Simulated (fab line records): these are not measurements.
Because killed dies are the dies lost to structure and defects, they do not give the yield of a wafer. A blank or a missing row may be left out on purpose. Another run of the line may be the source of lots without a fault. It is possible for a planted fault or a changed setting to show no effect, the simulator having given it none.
Which tool is to blame? | flow sky130 | 24 lots with 72 wafers sampled at 6 steps, on a route of 708 steps

## WHAT EACH GAUGE READ, for each wafer
SKY_VIA1_BOW_MEAS_03.
lot  | measured     | on           | VIA1_BOW (um)
L074 | day 33 06:43 | filmMetro-03 | 81 89 71
L075 | day 33 08:12 | filmMetro-04 | 85 74 75
L076 | day 33 20:29 | filmMetro-04 | 68 79 81
L077 | day 34 13:56 | filmMetro-04 | 75 70 84
L079 | day 34 22:40 | filmMetro-04 | 68 79 73
L078 | day 34 22:58 | filmMetro-03 | 90 79 83
L080 | day 34 23:24 | filmMetro-04 | 75 71 77
L081 | day 36 03:52 | filmMetro-02 | 81 68 69
L083 | day 36 08:37 | filmMetro-03 | 80 86 83
L082 | day 36 13:03 | filmMetro-02 | 73 93 73
L084 | day 36 18:11 | filmMetro-04 | 88 77 78
L085 | day 37 05:46 | filmMetro-02 | 78 75 85
L086 | day 37 11:32 | filmMetro-04 | 76 74 76
L088 | day 38 05:07 | filmMetro-04 | 83 86 74
L087 | day 38 06:18 | filmMetro-02 | 80 88 79
L090 | day 38 09:15 | filmMetro-03 | 83 83 76
L089 | day 38 09:16 | filmMetro-04 | 101 78 81
L091 | day 38 14:33 | filmMetro-02 | 91 80 87
L092 | day 38 17:38 | filmMetro-02 | 82 85 83
L093 | day 39 06:22 | filmMetro-03 | 87 82 74
L094 | day 39 08:54 | filmMetro-02 | 72 92 83
L095 | day 39 14:27 | filmMetro-03 | 77 85 87
L096 | day 40 00:03 | filmMetro-04 | 83 84 82
L097 | day 40 02:53 | filmMetro-04 | 76 88 77

SKY_VIA2_RS_MEAS_22: the measuring method here is four-point-probe.
lot  | measured     | on           | VIA2_W_RS (ohm/sq)
L074 | day 36 18:50 | filmMetro-01 | 0.275 0.272 0.277
L075 | day 36 20:31 | filmMetro-03 | 0.272 0.275 0.273
L076 | day 37 08:41 | filmMetro-03 | 0.280 0.279 0.277
L077 | day 38 00:29 | filmMetro-04 | 0.270 0.270 0.271
L079 | day 38 09:31 | filmMetro-01 | 0.280 0.274 0.277
L078 | day 38 10:10 | filmMetro-01 | 0.277 0.277 0.279
L080 | day 38 10:43 | filmMetro-03 | 0.267 0.272 0.276
L081 | day 39 12:56 | filmMetro-04 | 0.274 0.267 0.271
L083 | day 39 18:46 | filmMetro-01 | 0.276 0.273 0.273
L082 | day 39 22:55 | filmMetro-01 | 0.272 0.273 0.277
L084 | day 40 03:04 | filmMetro-03 | 0.272 0.277 0.274
L085 | day 40 13:25 | filmMetro-01 | 0.270 0.270 0.265
L086 | day 40 19:07 | filmMetro-01 | 0.277 0.276 0.273
L088 | day 41 11:40 | filmMetro-01 | 0.273 0.274 0.272
L087 | day 41 12:41 | filmMetro-01 | 0.278 0.276 0.275
L090 | day 41 14:16 | filmMetro-01 | 0.270 0.269 0.271
L089 | day 41 15:49 | filmMetro-04 | 0.274 0.274 0.275
L091 | day 41 19:57 | filmMetro-01 | 0.271 0.269 0.270
L092 | day 41 23:35 | filmMetro-01 | 0.268 0.270 0.270
L093 | day 42 12:15 | filmMetro-01 | 0.270 0.264 0.265
L094 | day 42 13:24 | filmMetro-01 | 0.270 0.275 0.273
L095 | day 42 18:34 | filmMetro-01 | 0.273 0.273 0.273
L096 | day 43 03:47 | filmMetro-04 | 0.275 0.269 0.266
L097 | day 43 06:43 | filmMetro-01 | 0.278 0.276 0.276

SKY_CAPM_THK_MEAS_01.
lot  | measured     | on           | CAPM_CVD_00_THK (nm)
L074 | day 36 20:59 | filmMetro-01 | 15.05 14.95 15.30
L075 | day 36 21:20 | filmMetro-01 | 15.61 15.66 15.95
L076 | day 37 09:20 | filmMetro-02 | 15.33 15.63 15.65
L077 | day 38 01:09 | filmMetro-01 | 15.37 15.58 16.02
L079 | day 38 10:11 | filmMetro-04 | 15.32 15.38 15.30
L078 | day 38 10:49 | filmMetro-01 | 15.21 15.33 15.51
L080 | day 38 11:22 | filmMetro-04 | 15.17 15.46 15.28
L081 | day 39 13:35 | filmMetro-01 | 15.21 15.55 15.49
L083 | day 39 19:25 | filmMetro-04 | 15.24 15.21 15.62
L082 | day 39 23:34 | filmMetro-02 | 15.48 15.16 15.45
L084 | day 40 03:43 | filmMetro-02 | 15.27 15.48 15.38
L085 | day 40 14:06 | filmMetro-02 | 15.30 15.57 15.49
L086 | day 40 19:47 | filmMetro-01 | 15.57 15.57 15.82
L088 | day 41 12:19 | filmMetro-01 | 15.28 15.07 15.50
L087 | day 41 13:20 | filmMetro-01 | 15.49 15.81 15.80
L090 | day 41 15:05 | filmMetro-01 | 15.74 15.86 15.74
L089 | day 41 16:28 | filmMetro-01 | 15.05 15.39 15.52
L091 | day 41 20:35 | filmMetro-01 | 15.34 15.66 15.73
L092 | day 42 00:15 | filmMetro-04 | 15.30 15.46 15.49
L093 | day 42 12:54 | filmMetro-02 | 15.31 15.42 15.57
L094 | day 42 14:02 | filmMetro-04 | 15.40 15.77 15.57
L095 | day 42 19:13 | filmMetro-01 | 15.27 15.51 15.33
L096 | day 43 04:26 | filmMetro-02 | 15.32 15.47 15.66
L097 | day 43 07:22 | filmMetro-04 | 15.66 15.92 15.88

SKY_VIA3_RS_MEAS_22: the measuring method here is four-point-probe.
lot  | measured     | on           | VIA3_W_RS (ohm/sq)
L074 | day 40 04:29 | filmMetro-04 | 0.294 0.293 0.290
L075 | day 40 06:16 | filmMetro-04 | 0.293 0.288 0.297
L076 | day 40 15:44 | filmMetro-04 | 0.296 0.296 0.297
L077 | day 41 06:36 | filmMetro-04 | 0.289 0.291 0.291
L079 | day 41 15:56 | filmMetro-02 | 0.294 0.290 0.295
L078 | day 41 16:10 | filmMetro-04 | 0.292 0.290 0.286
L080 | day 41 16:49 | filmMetro-04 | 0.294 0.294 0.300
L081 | day 42 17:41 | filmMetro-04 | 0.301 0.301 0.294
L083 | day 42 23:43 | filmMetro-03 | 0.291 0.291 0.291
L082 | day 43 02:25 | filmMetro-02 | 0.293 0.289 0.295
L084 | day 43 06:21 | filmMetro-04 | 0.301 0.297 0.299
L085 | day 43 15:50 | filmMetro-04 | 0.301 0.301 0.300
L086 | day 43 21:32 | filmMetro-02 | 0.293 0.295 0.296
L088 | day 44 13:41 | filmMetro-02 | 0.294 0.292 0.296
L087 | day 44 14:56 | filmMetro-02 | 0.294 0.294 0.297
L090 | day 44 16:01 | filmMetro-03 | 0.295 0.294 0.297
L089 | day 44 16:52 | filmMetro-04 | 0.297 0.294 0.296
L091 | day 44 21:15 | filmMetro-03 | 0.294 0.296 0.299
L092 | day 45 00:41 | filmMetro-02 | 0.291 0.292 0.287
L093 | day 45 10:51 | filmMetro-04 | 0.298 0.295 0.298
L094 | day 45 13:27 | filmMetro-03 | 0.290 0.285 0.285
L095 | day 45 18:14 | filmMetro-03 | 0.293 0.293 0.291
L096 | day 46 00:59 | filmMetro-03 | 0.295 0.295 0.295
L097 | day 46 04:18 | filmMetro-04 | 0.296 0.296 0.287

## WHAT TOOL EACH LOT RAN ON (gives the tool, then ch and the chambers of the sampled wafers, and finally the start)
lot  | SKY_METAL3_SPUTTER_02       | SKY_VIA3_ETCH_14
L074 | pvdSputter-02, day 36 20:50 | rieDiel-02 ch 0,1,2, day 40 03:32
L075 | pvdSputter-04, day 36 21:03 | rieDiel-02 ch 0,1,3, day 40 05:01
L076 | pvdSputter-03, day 37 09:12 | rieDiel-01 ch 2,3, day 40 14:40
L077 | pvdSputter-03, day 38 01:01 | rieDiel-03 ch 0,1,3, day 41 05:40
L079 | pvdSputter-03, day 38 10:02 | rieDiel-02 ch 0,2,3, day 41 15:02
L078 | pvdSputter-03, day 38 10:41 | rieDiel-01 ch 1,3, day 41 15:16
L080 | pvdSputter-02, day 38 11:12 | rieDiel-02 ch 0,2,3, day 41 15:54
L081 | pvdSputter-02, day 39 13:26 | rieDiel-03 ch 1,2,3, day 42 16:47
L083 | pvdSputter-03, day 39 19:17 | rieDiel-03 ch 0,1,2, day 42 22:50
L082 | pvdSputter-03, day 39 23:26 | rieDiel-02 ch 0,2,3, day 43 01:33
L084 | pvdSputter-03, day 40 03:35 | rieDiel-01 ch 0,1,3, day 43 05:28
L085 | pvdSputter-04, day 40 13:57 | rieDiel-01 ch 0,2,3, day 43 14:56
L086 | pvdSputter-03, day 40 19:39 | rieDiel-02 ch 0,1,3, day 43 20:38
L088 | pvdSputter-04, day 41 12:12 | rieDiel-01 ch 0,1,3, day 44 12:47
L087 | pvdSputter-04, day 41 13:12 | rieDiel-03 ch 0,1,3, day 44 14:03
L090 | pvdSputter-02, day 41 14:55 | rieDiel-02 ch 0,2,3, day 44 15:04
L089 | pvdSputter-02, day 41 16:20 | rieDiel-02 ch 1,3, day 44 15:59
L091 | pvdSputter-02, day 41 20:26 | rieDiel-01 ch 1,2,3, day 44 20:19
L092 | pvdSputter-04, day 42 00:07 | rieDiel-01 ch 0,2,3, day 44 23:48
L093 | pvdSputter-04, day 42 12:44 | rieDiel-03 ch 0,1,2, day 45 09:53
L094 | pvdSputter-03, day 42 13:53 | rieDiel-02 ch 0,3, day 45 12:26
L095 | pvdSputter-03, day 42 19:05 | rieDiel-01 ch 0,1,2, day 45 17:13
L096 | pvdSputter-02, day 43 04:17 | rieDiel-01 ch 1,3, day 46 00:04
L097 | pvdSputter-02, day 43 07:14 | rieDiel-01 ch 0,1, day 46 03:23
- SKY_METAL3_SPUTTER_02: material AlCu, target thk 735 nm, time 39.1 s.
- SKY_VIA3_ETCH_14: etches BARC in N2/H2, stops on SiO2, time 45.9 s, target depth 60 nm.

## AS READ BY THE TOOLS THEMSELVES (means over the sampled wafers that have a number; for cases with no such wafer, the mark the record gives instead)
SKY_METAL3_SPUTTER_02.
lot  | tool          | throttleValvePct (%)
L074 | pvdSputter-02 | 29.2
L075 | pvdSputter-04 | 30.3
L076 | pvdSputter-03 | 29.2
L077 | pvdSputter-03 | 29.8
L079 | pvdSputter-03 | 29.5
L078 | pvdSputter-03 | 29.2
L080 | pvdSputter-02 | 28.9
L081 | pvdSputter-02 | 29.3
L083 | pvdSputter-03 | 29.1
L082 | pvdSputter-03 | 29.8
L084 | pvdSputter-03 | 29.5
L085 | pvdSputter-04 | 30.5
L086 | pvdSputter-03 | 29.3
L088 | pvdSputter-04 | 29.5
L087 | pvdSputter-04 | 30.5
L090 | pvdSputter-02 | 28.9
L089 | pvdSputter-02 | 28.9
L091 | pvdSputter-02 | 29.0
L092 | pvdSputter-04 | 29.5
L093 | pvdSputter-04 | 30.4
L094 | pvdSputter-03 | 29.6
L095 | pvdSputter-03 | 29.6
L096 | pvdSputter-02 | 29.2
L097 | pvdSputter-02 | 29.7

SKY_VIA3_ETCH_14.
lot  | tool       | drypumpMotorCurrentA (A) | oesProductAu (a.u.) | throttleValvePct (%)
L074 | rieDiel-02 | 5.7                      | 0.856               | 13.219
L075 | rieDiel-02 | 5.8                      | 0.859               | 13.228
L076 | rieDiel-01 | 5.0                      | 0.853               | 13.227
L077 | rieDiel-03 | 5.6                      | 0.850               | 13.228
L079 | rieDiel-02 | 5.9                      | 0.852               | 13.225
L078 | rieDiel-01 | 5.8                      | 0.850               | 13.238
L080 | rieDiel-02 | 5.9                      | 0.850               | 13.223
L081 | rieDiel-03 | 5.7                      | 0.857               | 13.228
L083 | rieDiel-03 | 5.7                      | 0.854               | 13.212
L082 | rieDiel-02 | 5.9                      | 0.852               | 13.230
L084 | rieDiel-01 | 5.8                      | 0.846               | 13.227
L085 | rieDiel-01 | 5.6                      | 0.857               | 13.227
L086 | rieDiel-02 | 5.8                      | 0.849               | 13.213
L088 | rieDiel-01 | 5.9                      | 0.854               | 13.230
L087 | rieDiel-03 | 5.6                      | 0.852               | 13.227
L090 | rieDiel-02 | 6.0                      | 0.856               | 13.227
L089 | rieDiel-02 | 5.9                      | 0.857               | 13.230
L091 | rieDiel-01 | 5.5                      | 0.857               | 13.218
L092 | rieDiel-01 | 5.6                      | 0.853               | 13.231
L093 | rieDiel-03 | 5.7                      | 0.854               | 13.219
L094 | rieDiel-02 | 6.1                      | 0.854               | 13.222
L095 | rieDiel-01 | 6.1                      | 0.850               | 13.224
L096 | rieDiel-01 | 5.8                      | 0.855               | 13.218
L097 | rieDiel-01 | 6.4                      | 0.857               | 13.221

## THE ANSWER, worked out from the rows above alone
Rule: what is usual is taken from the lots themselves. Put in order of their means at a reading, lots are off if they are a third of the lots or fewer, leave a main group of 4 or more, and stand apart from it by a gap of 3 or more times the standard deviation of the main group's means; of several such gaps the widest counts. If all means in a main group match to the digits the tables above print for the reading, that group is not used. A lot without any number at a reading at which 4 lots or more have one is off too. Where the step has rows for the other lots, those lots are counted as sound. First the gauges in route order, then the tools' own readings, where a lot's mean is used as printed above. At the first step where some lot is off, the reading lying furthest off is the one used; lots without a number count as furthest.
None of the lots is off at any reading shown; this tells nothing.

## WHAT WAS PUT IN BY THE SIMULATOR
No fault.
